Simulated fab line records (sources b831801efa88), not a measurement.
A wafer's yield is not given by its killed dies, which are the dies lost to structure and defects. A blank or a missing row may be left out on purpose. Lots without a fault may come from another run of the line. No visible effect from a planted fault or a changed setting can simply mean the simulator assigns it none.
Which tool is to blame? -- flow sfq line -- 45 wafers from 15 lots sampled at 6 of the route's 325 steps

== WHAT THE GAUGES SHOWED, per wafer ==
SFQ_I2_BOW_MEAS_917. Usual: I2_BOW typically reads 2 um, with standard deviation 8.2.
lot,measured,on,I2_BOW (um),flag
L837,day 33 05:18,film metro-01,-7 -18 -15,
L838,day 33 23:35,film metro-02,-1 1 7,
L840,day 36 21:43,film metro-04,1 17 2,
L841,day 37 00:41,film metro-02,9 20 16,
L842,day 37 01:58,film metro-04,-2 -4 -1,
L843,day 37 06:40,film metro-04,-10 3 11,
L844,day 37 12:40,film metro-02,1 6 6,
L846,day 38 13:56,film metro-02,-14 -13 -11,
L847,day 39 01:00,film metro-04,1 4 -6,
L848,day 39 01:17,film metro-02,-5 8 -10,
L850,day 40 20:17,film metro-04,1 1 8,
L852,day 40 23:17,film metro-04,9 -1 11,
L853,day 41 08:13,film metro-04,22 9 8,
L854,day 41 11:12,film metro-02,5 16 18,
L855,day 41 14:17,film metro-01,-6 4 7,

SFQ_I6_OVL_MEAS_942. Usual: I6_OVL typically reads 0 nm, with standard deviation 4.6.
lot,measured,on,I6_OVL (nm),flag
L837,day 75 10:15,overlay-01,4 4 11,
L838,day 76 03:04,overlay-01,-6 2 -4,
L840,day 78 02:34,overlay-01,3 3 4,
L841,day 78 09:45,overlay-02,1 -6 3,
L842,day 78 21:45,overlay-02,-7 -1 -2,
L843,day 82 22:09,overlay-02,-9 2 3,
L844,day 82 23:21,overlay-02,-1 -1 -2,
L846,day 83 06:14,overlay-02,-6 -6 -1,
L847,day 83 15:39,overlay-01,-4 1 2,
L848,day 83 20:52,overlay-01,3 8 11,
L850,day 84 05:52,overlay-01,0 -4 -2,
L852,day 84 11:52,overlay-02,- - -,OFF
L853,day 87 18:05,overlay-01,- - -,OFF
L854,day 87 21:40,overlay-02,- - -,OFF
L855,day 88 03:40,overlay-01,-4 4 4,

== WHAT TOOL EACH LOT RAN ON (gives the tool, then ch and the chambers of the sampled wafers, and finally the start) ==
lot,SFQ_TRILAYER_I4_DEP_PECVD_099,SFQ_TRILAYER_I4_METRO_MEASURE_101,SFQ_TRILAYER_I4_VIA_ETCH_VIA_ETCH_106,SFQ_TRILAYER_JJ_CE_LITHO_EXPOSE_115
L837,"pecvd-04 ch 1,2, day 56 03:19","film metro-04, day 56 07:10","rie diel-04 ch 0,1,3, day 61 02:17","krf scanner-01 ch 0, day 65 10:41"
L838,"pecvd-01 ch 0,1,2, day 57 00:31","film metro-04, day 57 04:16","rie diel-03 ch 0,1, day 61 23:53","krf scanner-01 ch 0, day 66 00:29"
L840,"pecvd-01 ch 0,1,2, day 59 06:41","film metro-02, day 59 13:13","rie diel-04 ch 0,1, day 64 00:08","krf scanner-02 ch 0, day 68 12:40"
L841,"pecvd-04 ch 0,2, day 59 09:05","film metro-04, day 59 16:01","rie diel-04 ch 0,1,2, day 64 03:44","krf scanner-02 ch 0, day 68 14:52"
L842,"pecvd-03 ch 0,2, day 59 13:54","film metro-01, day 59 22:01","rie diel-03 ch 1,2,3, day 64 09:44","krf scanner-02 ch 0, day 68 20:52"
L843,"pecvd-03 ch 0, day 59 17:29","film metro-04, day 60 04:29","rie diel-03 ch 1,2,3, day 64 15:44","krf scanner-01 ch 0, day 69 03:44"
L844,"pecvd-01 ch 0,1,2, day 59 18:52","film metro-02, day 60 07:29","rie diel-01 ch 0,1,2, day 64 16:56","krf scanner-01 ch 0, day 69 04:56"
L846,"pecvd-04 ch 0,1,2, day 60 06:57","film metro-01, day 60 18:34","rie diel-04 ch 0,1,2, day 65 04:56","krf scanner-02 ch 0, day 69 16:43"
L847,"pecvd-04 ch 0,1, day 60 17:29","film metro-04, day 61 04:53","rie diel-04 ch 2,3, day 65 13:28","krf scanner-01 ch 0, day 70 03:38"
L848,"pecvd-04 ch 0,2, day 60 22:35","film metro-02, day 61 07:34","rie diel-04 ch 0,1,3, day 65 18:16","krf scanner-01 ch 0, day 70 09:14"
L850,"pecvd-01 ch 1,2, day 61 14:02","film metro-01, day 62 10:34","rie diel-03 ch 0,2,3, day 66 11:11","krf scanner-01 ch 0, day 71 04:26"
L852,"pecvd-01 ch 0,1, day 61 18:50","film metro-02, day 62 14:22","rie diel-03 ch 0,1,2, day 66 15:59","krf scanner-01, day 84 11:52 or earlier"
L853,"pecvd-03 ch 0,1,2, day 62 03:13","film metro-04, day 62 19:58","rie diel-01 ch 1,2,3, day 66 21:59","krf scanner-01, day 71 12:02"
L854,"pecvd-01 ch 0,1,2, day 62 08:01","film metro-01, day 62 22:46","rie diel-03 ch 0,1,3, day 67 01:35","krf scanner-01, day 71 15:26"
L855,"pecvd-03 ch 0,1,2, day 62 16:32","film metro-01, day 63 01:34","rie diel-03 ch 0,2,3, day 67 06:23","krf scanner-01 ch 0, day 71 20:02"
- SFQ_TRILAYER_I4_DEP_PECVD_099: deposits SiO2 from SiH4/N2O, time 111.11 s, target thk 500 nm.
- SFQ_TRILAYER_I4_METRO_MEASURE_101
- SFQ_TRILAYER_I4_VIA_ETCH_VIA_ETCH_106: etches SiO2 in CHF3, stops on Nb, target depth 260 nm.
- SFQ_TRILAYER_JJ_CE_LITHO_EXPOSE_115: exposes mask J5, target cd 700 nm.

== AS READ BY THE TOOLS THEMSELVES (means over the sampled wafers that have a number; for cases with no such wafer, the mark the record gives instead) ==
SFQ_TRILAYER_I4_DEP_PECVD_099. Usual: chamber pressure Torr 2.400 Torr, standard deviation 0.0051; heater power outer w 33 W, standard deviation 9.4; heater power w 93 W, standard deviation 12; showerhead vpp V 821 V, standard deviation 52; susceptor temp C 150.00 C, standard deviation 0.15; throttle valve pct 25.1 %, standard deviation 1.7.
lot,tool,chamber pressure Torr (Torr),heater power outer w (W),heater power w (W),showerhead vpp V (V),susceptor temp C (C),throttle valve pct (%),flag
L837,pecvd-04,2.399,38,96,798,150.01,23.5,
L838,pecvd-01,2.400,29,89,839,150.02,26.5,
L840,pecvd-01,2.406,34,96,832,150.08,26.5,
L841,pecvd-04,2.397,37,96,793,150.12,23.2,
L842,pecvd-03,2.400,33,89,836,150.05,23.9,
L843,pecvd-03,2.394,40,96,854,150.04,24.6,
L844,pecvd-01,2.399,32,92,835,150.06,26.7,
L846,pecvd-04,2.400,37,99,790,150.09,24.2,
L847,pecvd-04,2.403,30,90,783,150.01,24.8,
L848,pecvd-04,2.401,44,105,800,150.02,23.3,
L850,pecvd-01,2.397,35,95,780,150.01,27.4,
L852,pecvd-01,-,-,-,-,-,-,OFF
L853,pecvd-03,-,-,-,-,-,-,OFF
L854,pecvd-01,-,-,-,-,-,-,OFF
L855,pecvd-03,2.402,33,88,841,149.91,23.7,

SFQ_TRILAYER_I4_VIA_ETCH_VIA_ETCH_106. Usual: drypump motor current A 5.5 A, standard deviation 0.35; oes product au 0.855 a.u., standard deviation 0.0051.
lot,tool,drypump motor current A (A),oes product au (a.u.),flag
L837,rie diel-04,5.4,0.861,
L838,rie diel-03,5.6,0.852,
L840,rie diel-04,5.6,0.856,
L841,rie diel-04,5.3,0.856,
L842,rie diel-03,5.5,0.859,
L843,rie diel-03,5.5,0.860,
L844,rie diel-01,5.7,0.856,
L846,rie diel-04,5.2,0.857,
L847,rie diel-04,5.3,0.850,
L848,rie diel-04,5.4,0.852,
L850,rie diel-03,5.5,0.856,
L852,rie diel-03,5.6,0.372,OFF
L853,rie diel-01,5.7,0.381,OFF
L854,rie diel-03,5.5,0.374,OFF
L855,rie diel-03,5.5,0.858,

SFQ_TRILAYER_JJ_CE_LITHO_EXPOSE_115. Usual: exposure dose mJ cm2 14.400, standard deviation 0.013; focus offset nm 0.0 nm, standard deviation 0.55; reticle temp C 23.00 C, standard deviation 0.1.
lot,tool,exposure dose mJ cm2,focus offset nm (nm),reticle temp C (C),flag
L837,krf scanner-01,14.407,-0.1,23.05,
L838,krf scanner-01,14.406,0.1,23.10,
L840,krf scanner-02,14.405,-0.4,22.99,
L841,krf scanner-02,14.388,-0.1,23.00,
L842,krf scanner-02,14.415,0.5,22.87,
L843,krf scanner-01,14.424,-0.8,22.94,
L844,krf scanner-01,14.397,0.3,23.02,
L846,krf scanner-02,14.386,-0.6,23.07,
L847,krf scanner-01,14.397,0.1,23.02,
L848,krf scanner-01,14.414,-0.2,23.00,
L850,krf scanner-01,14.393,-0.6,22.89,
L852,krf scanner-01,-,-,-,OFF
L853,krf scanner-01,-,-,-,OFF
L854,krf scanner-01,-,-,-,OFF
L855,krf scanner-01,14.424,0.5,23.04,

== THE ANSWER, worked out from the rows above alone ==
Rule: lot off if the mean of its wafers having a number is beyond 3 standard deviations from the usual mean. A lot without any number at a reading at which 4 lots or more have one is off too. Where the step has rows for the other lots, those lots are counted as sound. The gauges are gone through in route order, then the tools' own readings, and for those a lot's mean is taken as printed above. At the first step where some lot is off, the reading lying furthest off is the one used; lots without a number count as furthest.
Off: L852, L853, L854, at SFQ_I6_OVL_MEAS_942 (I6_OVL). Without a number there: L852, L853, L854.
A tool fits if, at a process step before that reading, it ran every lot that is off, and no sound lot after the first of them. Not tried: the gauges at SFQ_I6_OVL_MEAS_942; whatever is off there is also off at SFQ_TRILAYER_I4_DEP_PECVD_099, on other tools, and gauge error can't account for it. With no start given for some of its lots, SFQ_TRILAYER_JJ_CE_LITHO_EXPOSE_115 uses the hours and lot order of SFQ_I6_OVL_MEAS_942. No candidate that was tried fits.

== WHAT WAS PUT IN BY THE SIMULATOR ==
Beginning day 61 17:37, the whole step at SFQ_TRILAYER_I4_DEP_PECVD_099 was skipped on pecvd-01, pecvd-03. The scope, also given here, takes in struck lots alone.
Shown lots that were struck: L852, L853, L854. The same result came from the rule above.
